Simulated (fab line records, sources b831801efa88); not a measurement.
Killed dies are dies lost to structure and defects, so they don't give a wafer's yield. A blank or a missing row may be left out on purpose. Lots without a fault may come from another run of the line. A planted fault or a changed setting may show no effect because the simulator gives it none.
A struck lot beside a sound one | flow sky130 | 30 steps out of a route of 708
Sound: wafers L647.2, L647.5, L647.6. Struck: wafers L641.3, L641.5, L641.6. The cause comes at the end.
At each step with rows: each side's tool, then ch and its chambers, then its first start. Under that, the readings that differ: sound wafers | struck wafers | difference of the means | sigmas: that difference in standard deviations of wafers without a fault.
alike: readings whose means differ by less than 2 such deviations, and words and numbers that are the same on both sides. not compared: withheld readings, readings that some wafer has no value for, bounds like >300 that may hide the same value, and numbers for which the record gives no deviation and whose values overlap.
The two part at a step that has a row with sigmas, a row that says differs or no value, or rows on one side only. Numbers that don't overlap but have no deviation are shown without sigmas and don't part them. A reading that every wafer of one side lacks parts them only if that side has two wafers or more.

first, 9 steps without rows for these wafers: SKY_SD_P_IMPLANT_09; SKY_SD_P_STRIP_10 (strips in O2/N2); SKY_RES_XHIGH_DEHYDRATE_00 (time 60 s); SKY_RES_XHIGH_HMDS_01 (prime time 60 s); SKY_RES_XHIGH_COAT_02 (resist thk 1140 nm); SKY_RES_XHIGH_SOFTBAKE_03 (time 60 s); SKY_RES_XHIGH_EXPOSE_04 (exposes mask URPM, target cd 1270 nm); SKY_RES_XHIGH_PEB_05; SKY_RES_XHIGH_DEVELOP_06 (develop time 60 s).
SKY_RES_XHIGH_IMPLANT_07:
  sound on implanter-01 ch 0, day 33 23:55; struck on implanter-02 ch 0, day 32 07:04
  alike: end_station_pressure_torr
then, 19 steps without rows for these wafers: SKY_RES_XHIGH_STRIP_08 (strips in O2/N2); SKY_SD_N_DEHYDRATE_00 (time 60 s); SKY_SD_N_HMDS_01 (prime time 60 s); SKY_SD_N_COAT_02 (resist thk 1140 nm); SKY_SD_N_SOFTBAKE_03 (time 60 s); SKY_SD_N_EXPOSE_04 (exposes mask NSDM, target cd 380 nm); SKY_SD_N_PEB_05; SKY_SD_N_DEVELOP_06 (develop time 60 s); SKY_SD_N_IMPLANT_09; SKY_SD_N_IMPLANT_10; SKY_SD_N_STRIP_11 (strips in O2/N2); SKY_SD_N_CLEAN_13 (cleans in SC1/SC2, time 150 s); SKY_SD_N_RTA_14 (time 2 s); SKY_SALICIDE_CLEAN_00 (cleans in HF-last, time 30 s); SKY_LI_CONTACT_HDPCVD_00 (deposits PSG, target thk 930 nm, time 155 s); SKY_LI_CONTACT_CMP_02 (polishes PSG); SKY_LI_CONTACT_DEHYDRATE_04 (time 60 s); SKY_LI_CONTACT_HMDS_05 (prime time 60 s); SKY_LI_CONTACT_COAT_06 (resist thk 60 nm).
-- the record jumps here: 17 days lie between the struck wafers' starts before and after (it left off in module LI_CONTACT and takes up again in module PAD_OPEN, whose first step shown is number 708 of the route) --
SKY_PAD_OPEN_PROBE_99:
  sound on prober-01, day 50 18:38; struck on prober-01, day 49 15:04
  reading                                            | sound                | struck             | difference | sigmas
  model.etest.res_xhigh_po.rs_ohm_sq_rim_less_centre | -63.83 -68.57 -70.14 | -240 -240.1 -236.1 | -171       |
  model.etest.res_xhigh_po.rs_ohm_sq_range           | 83.78 88.17 89.69    | 251.9 250.8 241.6  | +160.9     |
  alike: killed_at_M0_to_M3, killed_at_M4_up, killed_at_contacts, killed_at_front_end, killed_at_other, killed_dies, killed_open, killed_short
  not compared: model.etest.res_xhigh_po.rs_ohm_sq

WHERE THEY PART
Nowhere in this record.

WHY: what the simulator had put in
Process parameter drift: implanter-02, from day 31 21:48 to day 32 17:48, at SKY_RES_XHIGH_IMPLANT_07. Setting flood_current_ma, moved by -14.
